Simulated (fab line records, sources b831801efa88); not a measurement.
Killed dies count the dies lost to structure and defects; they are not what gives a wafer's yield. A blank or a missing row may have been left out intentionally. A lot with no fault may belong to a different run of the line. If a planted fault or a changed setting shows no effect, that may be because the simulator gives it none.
fab line records | flow gf180mcu
record lots=11 wafers=33 last-day=35
route steps=602 shown V2@383 M3@413
lots untouched by any fault: they come from a run of this same line in which no faults occurred
start-h: hours from the record's opening day to when the first of the lot's shown wafers began | wait-h: how many hours have passed since the lot's step before this one | " the same as in the row above | L1.1+2: one row covering several wafers at once | - no value, or no start given | * or withheld: withheld | < > ~ a bound
route shown NAME@n: NAME is a module with steps in the file, n the number in the route of the first one | usual: average and standard deviation across the fault-free wafers | same: alike in all rows | chamber/n: place in a boat | sites: readings site by site | _std_site: standard deviation across them | _edge_site: the outer-site mean with the inner-site mean subtracted | radius-mm: how far each site lies from the wafer's centre | mask NAME#n: copy n | behind: tool/chamber where the wafer was last shaped | hold: why the lot went on hold/how many hours it stayed there/how the hold came to an end | device: the transistor (n, p or np) that didn't switch | end of line: the tests these same wafers got at the end of their route | a step with no rows: only its recipe | killed: the dies lost at the first sort to structure and to defects; this is not the yield of the wafer | map: the dies of a wafer, with x for killed, . for not killed, _ for no die there
set.NAME: the setting that was run; set.NAME@STEP: the one run at that earlier step | model.NAME: the simulator's own value behind a step, which no gauge read
route steps across a sampled set of lots; one table per step, one row per wafer
services: from which hour (start-h, from the record's first day; less than 0 if before it) a tool's chamber was out of use, for how many hours, and why
## steps
# step GF_V2_THK_MEAS_01
# recipe reads=SiO2_of_V2_CVD_00
# usual V2_CVD_00_THK=600/7.8
# columns lot.wafer tool chamber start-h wait-h V2_CVD_00_THK[nm]
L201.2 film-metro-01 - 454.76 0.0 602
L201.3 " - " " 621
L201.5 " - " " 618
L205.1 film-metro-04 - 491.11 0.0 611
L205.2 " - " " 615
L205.4 " - " " 607
L206.1 film-metro-04 - 510.75 0.0 606
L206.2 " - " " 606
L206.4 " - " " 610
L208.1 film-metro-04 - 518.31 0.1 587
L208.4 " - " " 597
L208.5 " - " " 599
L215.3 film-metro-02 - 580.41 0.1 591
L215.4 " - " " 604
L215.5 " - " " 595
L217.2 film-metro-02 - 597.43 0.0 600
L217.4 " - " " 594
L217.6 " - " " 593
L218.1 film-metro-04 - 602.96 0.0 597
L218.2 " - " " 586
L218.6 " - " " 603
L219.1 film-metro-04 - 613.33 0.0 605
L219.2 " - " " 584
L219.6 " - " " 586
L220.2 film-metro-02 - 624.93 0.0 596
L220.5 " - " " 607
L220.6 " - " " 597
L222.3 film-metro-02 - 631.50 0.1 595
L222.4 " - " " 600
L222.5 " - " " 610
L223.1 film-metro-02 - 644.04 0.0 599
L223.3 " - " " 598
L223.4 " - " " 590
# step GF_V2_STRIP_18
# recipe chemistry=O2/N2 power-w=1400 pressure-mtorr=1500 platen-temp-c=250 o2-flow-sccm=3000 n2-flow-sccm=300 overash-fraction=0.5
# usual drypump-motor-current-A=5.6/0.33 heater-power-w=315/34 oes-product-au=0.592/0.005
# columns lot.wafer tool chamber start-h wait-h drypump-motor-current-A heater-power-w oes-product-au rf-hours-counter-h
L201.2 plasma-asher-02 1 479.77 - 5.6 257 0.586 30
L201.3 " 1 " " 5.6 261 0.591 -
L201.5 " 0 " " 5.8 344 0.595 -
L205.1 plasma-asher-03 0 515.41 - 5.1 315 0.595 78
L205.2 " 1 " " 5.6 306 0.590 78
L205.4 " 1 " " 5.6 312 0.597 -
L206.1 plasma-asher-02 1 534.70 - 5.6 259 0.589 36
L206.2 " 0 " " 5.8 343 0.587 36
L206.4 " 0 " " 5.8 354 0.596 -
L208.1 plasma-asher-04 0 542.09 - 5.3 348 0.589 94
L208.4 " 0 " " 5.3 364 0.591 -
L208.5 " 1 " " 6.2 314 0.583 -
L215.3 plasma-asher-03 0 602.45 - 5.1 308 0.597 -
L215.4 " 1 " " 5.6 304 0.591 -
L215.5 " 1 " " 5.6 306 0.593 -
L217.2 plasma-asher-02 0 619.41 - 5.8 353 0.588 44
L217.4 " 0 " " 5.8 351 0.595 -
L217.6 " 0 " " 5.8 351 0.584 -
L218.1 plasma-asher-02 0 625.44 - 5.8 356 0.602 45
L218.2 " 1 " " 5.6 262 0.594 45
L218.6 " 0 " " 5.8 351 0.587 -
L219.1 plasma-asher-02 1 634.29 - 5.5 263 0.591 46
L219.2 " 0 " " 5.8 345 0.593 46
L219.6 " 1 " " 5.5 255 0.594 -
L220.2 plasma-asher-04 0 646.16 - 5.3 362 0.602 106
L220.5 " 0 " " 5.3 364 0.591 -
L220.6 " 1 " " 6.2 319 0.585 -
L222.3 plasma-asher-02 1 652.83 - 5.5 260 0.595 -
L222.4 " 0 " " 5.8 351 0.586 -
L222.5 " 1 " " 5.6 266 0.593 -
L223.1 plasma-asher-02 0 664.56 - 5.8 358 0.595 49
L223.3 " 1 " " 5.6 262 0.599 -
L223.4 " 0 " " 5.8 361 0.592 -
# step GF_V2_CVD_23
# recipe material=W target-thk-nm=350 time-s=104.94 temp-c=400 pressure-torr=40
# usual chamber-pressure-Torr=40.00/0.087 heater-power-w=912/33
# columns lot.wafer tool chamber start-h wait-h chamber-pressure-Torr heater-power-w
L201.2 cvd-w-01 0 480.40 0.0 40.07 948
L201.3 " 1 " " 40.24 868
L201.5 " 1 " " 40.11 856
L205.1 cvd-w-01 0 516.05 0.0 47.23 911
L205.2 " 1 " " 47.30 856
L205.4 " 0 " " 47.31 945
L206.1 cvd-w-02 1 535.33 0.0 40.02 933
L206.2 " 0 " " 39.78 945
L206.4 " 0 " " 39.99 925
L208.1 cvd-w-01 1 542.74 0.0 47.27 880
L208.4 " 0 " " 47.28 929
L208.5 " 1 " " 47.20 872
L215.3 cvd-w-01 1 603.09 0.1 39.84 847
L215.4 " 0 " " 39.90 939
L215.5 " 0 " " 39.95 916
L217.2 cvd-w-01 0 620.05 0.0 40.03 932
L217.4 " 0 " " 40.01 942
L217.6 " 1 " " 39.93 838
L218.1 cvd-w-01 1 626.11 0.0 40.01 873
L218.2 " 0 " " 40.10 938
L218.6 " 0 " " 40.21 946
L219.1 cvd-w-01 1 634.93 0.0 39.98 856
L219.2 " 0 " " 39.94 946
L219.6 " 1 " " 40.00 889
L220.2 cvd-w-02 0 646.80 0.0 40.09 950
L220.5 " 0 " " 39.98 938
L220.6 " 1 " " 40.11 956
L222.3 cvd-w-02 1 653.46 0.1 39.96 950
L222.4 " 0 " " 40.07 932
L222.5 " 0 " " 40.03 933
L223.1 cvd-w-01 1 665.23 0.0 39.91 857
L223.3 " 0 " " 39.85 947
L223.4 " 1 " " 40.07 872
# step GF_V2_RS_MEAS_24
# recipe thk-meas-gauge=four-point-probe reads=W_of_V2_CVD_23+TiN_of_V2_SPUTTER_22+Ti_of_V2_SPUTTER_21
# usual V2_W_RS=0.330/0.0035
# columns lot.wafer tool chamber start-h wait-h V2_W_RS[ohm/sq]
L201.2 film-metro-02 - 480.54 0.1 0.332
L201.3 " - " " 0.334
L201.5 " - " " 0.333
L205.1 film-metro-04 - 516.16 0.1 0.300
L205.2 " - " " 0.301
L205.4 " - " " 0.305
L206.1 film-metro-01 - 535.44 0.1 0.333
L206.2 " - " " 0.326
L206.4 " - " " 0.325
L208.1 film-metro-04 - 542.85 0.1 0.302
L208.4 " - " " 0.301
L208.5 " - " " 0.300
L215.3 film-metro-02 - 603.21 0.1 0.333
L215.4 " - " " 0.334
L215.5 " - " " 0.329
L217.2 film-metro-04 - 620.19 0.1 0.328
L217.4 " - " " 0.329
L217.6 " - " " 0.323
L218.1 film-metro-04 - 626.22 0.1 0.328
L218.2 " - " " 0.333
L218.6 " - " " 0.330
L219.1 film-metro-02 - 635.04 0.1 0.327
L219.2 " - " " 0.331
L219.6 " - " " 0.323
L220.2 film-metro-04 - 646.93 0.1 0.329
L220.5 " - " " 0.324
L220.6 " - " " 0.333
L222.3 film-metro-04 - 653.58 0.1 0.332
L222.4 " - " " 0.329
L222.5 " - " " 0.330
L223.1 film-metro-04 - 665.34 0.1 0.333
L223.3 " - " " 0.332
L223.4 " - " " 0.331
# step GF_V2_THK_MEAS_25
# recipe thk-meas-gauge=xrf reads=W_of_V2_CVD_23
# usual V2_W_THK=341/4.7
# columns lot.wafer tool chamber start-h wait-h V2_W_THK[nm]
L201.2 film-metro-02 - 480.65 0.1 343
L201.3 " - " " 340
L201.5 " - " " 342
L205.1 film-metro-04 - 516.28 0.1 374
L205.2 " - " " 375
L205.4 " - " " 367
L206.1 film-metro-01 - 535.56 0.1 337
L206.2 " - " " 344
L206.4 " - " " 347
L208.1 film-metro-04 - 542.97 0.1 370
L208.4 " - " " 373
L208.5 " - " " 370
L215.3 film-metro-02 - 603.31 0.1 338
L215.4 " - " " 338
L215.5 " - " " 343
L217.2 film-metro-04 - 620.30 0.1 340
L217.4 " - " " 340
L217.6 " - " " 346
L218.1 film-metro-04 - 626.34 0.1 342
L218.2 " - " " 335
L218.6 " - " " 339
L219.1 film-metro-02 - 635.16 0.1 346
L219.2 " - " " 342
L219.6 " - " " 351
L220.2 film-metro-04 - 647.04 0.1 338
L220.5 " - " " 343
L220.6 " - " " 335
L222.3 film-metro-04 - 653.68 0.1 340
L222.4 " - " " 343
L222.5 " - " " 340
L223.1 film-metro-04 - 665.46 0.1 340
L223.3 " - " " 340
L223.4 " - " " 343
# step GF_V2_CMP_26
# recipe stop-on=SiO2 down-force-psi=3.5 platen-rpm=60 t-overpolish-s=15 target-thk-nm=0 pad-velocity-m-s=0.94248
# usual motor-current-A=11.0/1.3 slurry-flow-ml-min=150.0/0.46 time-to-endpoint-s=84/3.4
# columns lot.wafer tool chamber start-h wait-h motor-current-A slurry-flow-ml-min time-to-endpoint-s
L201.3 cmp-02 1 480.70 0.0 8.6 149.9 87
L201.2 " 2 " " 12.9 150.9 80
L201.5 " 2 " " 12.8 150.4 79
L205.2 cmp-01 2 516.53 0.2 12.4 150.0 95
L205.4 " 3 " " 10.6 150.7 97
L205.1 " 0 " " 9.7 150.2 93
L206.4 cmp-02 3 535.62 0.0 12.3 149.2 85
L206.1 " 1 " " 9.0 150.5 87
L206.2 " 2 " " 12.2 149.5 83
L208.1 cmp-01 2 543.03 0.1 12.7 150.2 91
L208.4 " 3 " " 10.4 149.9 95
L208.5 " 2 " " 12.3 149.6 91
L215.4 cmp-02 3 603.71 0.4 11.0 149.0 83
L215.3 " 1 " " 8.8 150.0 87
L215.5 " 0 " " 9.7 149.6 83
L217.2 cmp-01 2 620.40 0.1 12.5 150.1 84
L217.4 " 0 " " 10.8 149.7 82
L217.6 " 2 " " 11.9 149.8 84
L218.1 cmp-01 0 626.40 0.1 10.1 149.5 82
L218.2 " 3 " " 10.6 149.7 84
L218.6 " 1 " " 11.1 149.8 79
L219.1 cmp-01 3 635.51 0.3 10.8 150.2 88
L219.2 " 0 " " 9.9 150.1 83
L219.6 " 3 " " 10.5 150.0 88
L220.2 cmp-02 1 647.34 0.3 9.0 150.1 85
L220.5 " 2 " " 13.1 150.0 82
L220.6 " 3 " " 11.2 149.7 80
L222.4 cmp-02 2 653.77 0.1 13.0 149.4 84
L222.3 " 3 " " 12.1 149.8 81
L222.5 " 2 " " 13.2 149.9 84
L223.1 cmp-02 0 665.64 0.2 10.6 149.8 86
L223.3 " 1 " " 9.3 149.9 89
L223.4 " 2 " " 13.2 149.5 80
# step GF_M3_SPUTTER_04
# recipe material=TiN target-thk-nm=50 power-w=6500 time-s=41.7 chamber-pressure-pa=0.4
# usual throttle-valve-pct=30.3/0.75
# columns lot.wafer tool chamber start-h wait-h throttle-valve-pct
L201.2 pvd-sputter-01 - 481.18 0.0 30.5
L201.3 " - " " 29.0
L201.5 " - " " 30.6
L205.1 pvd-sputter-01 - 516.96 0.0 29.0
L205.2 " - " " 30.5
L205.4 " - " " 30.3
L206.1 pvd-sputter-01 - 536.10 0.0 30.2
L206.2 " - " " 30.5
L206.4 " - " " 30.5
L208.1 pvd-sputter-01 - 543.51 0.0 30.5
L208.4 " - " " 30.3
L208.5 " - " " 30.3
L215.3 pvd-sputter-03 - 604.19 0.0 31.5
L215.4 " - " " 30.1
L215.5 " - " " 31.8
L217.2 pvd-sputter-01 - 620.83 0.0 30.3
L217.4 " - " " 29.2
L217.6 " - " " 30.2
L218.1 pvd-sputter-01 - 626.88 0.0 30.3
L218.2 " - " " 30.3
L218.6 " - " " 30.5
L219.1 pvd-sputter-01 - 635.99 0.0 30.3
L219.2 " - " " 30.5
L219.6 " - " " 29.1
L220.2 pvd-sputter-03 - 647.67 0.0 30.1
L220.5 " - " " 30.4
L220.6 " - " " 29.8
L222.3 pvd-sputter-01 - 654.20 0.0 30.5
L222.4 " - " " 30.1
L222.5 " - " " 30.4
L223.1 pvd-sputter-04 - 666.13 0.0 29.8
L223.3 " - " " 31.3
L223.4 " - " " 29.9
## services
# columns tool chamber start-h hours kind
pvd-sputter-01 - 461.74 4.1 repair
plasma-asher-03 - 468.84 1.1 repair
plasma-asher-04 - 475.49 7.3 repair
plasma-asher-03 - 501.71 2.8 pm
cvd-w-01 1 511.44 1.6 repair
cmp-01 - 522.64 5.2 repair
cvd-w-02 - 532.99 2.3 repair
plasma-asher-03 - 534.48 2.7 repair
cmp-01 - 555.61 18.9 pm
plasma-asher-02 - 568.02 2.5 repair
cmp-02 - 572.28 4.0 pm
plasma-asher-04 - 575.52 1.8 repair
cmp-01 - 583.67 2.0 repair
cmp-01 - 589.59 3.7 repair
cmp-01 - 602.11 1.7 repair
cmp-02 - 603.08 0.3 repair
cmp-01 - 603.60 2.1 repair
cvd-w-02 - 606.85 1.0 repair
cvd-w-01 0 607.95 5.8 repair
cmp-01 - 608.18 0.6 repair
cvd-w-01 - 628.78 1.2 repair
cmp-02 - 634.53 10.5 repair
cmp-01 - 645.20 5.0 pm
cmp-01 - 647.58 1.3 repair
## key
first-sign step=GF_V2_CVD_23 reading=chamber-pressure-Torr direction=up sigmas=84 usual=40.00 struck=47.27
effect step=GF_V2_RS_MEAS_24 reading=V2_W_RS direction=down sigmas=8.1 usual=0.330 struck=0.302
effect step=GF_V2_THK_MEAS_25 reading=V2_W_THK direction=up sigmas=6.5 usual=341 struck=372
effect step=GF_V2_CMP_26 reading=time-to-endpoint-s direction=up sigmas=2.9 usual=* struck=*
met-at GF_V2_CVD_23
struck-lots L205,L208
not-acting-at GF_V2_THK_MEAS_01,GF_V2_STRIP_18,GF_M3_SPUTTER_04
onset-between 480.40 516.05
fault kind=process-parameter-drift tool=cvd-w-01 chamber=- onset-h=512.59 steps=GF_V2_CVD_23 channel=pressure-torr offset=7.3027 shape=step end-h=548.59 acts-in=these-recipes-only stated=40
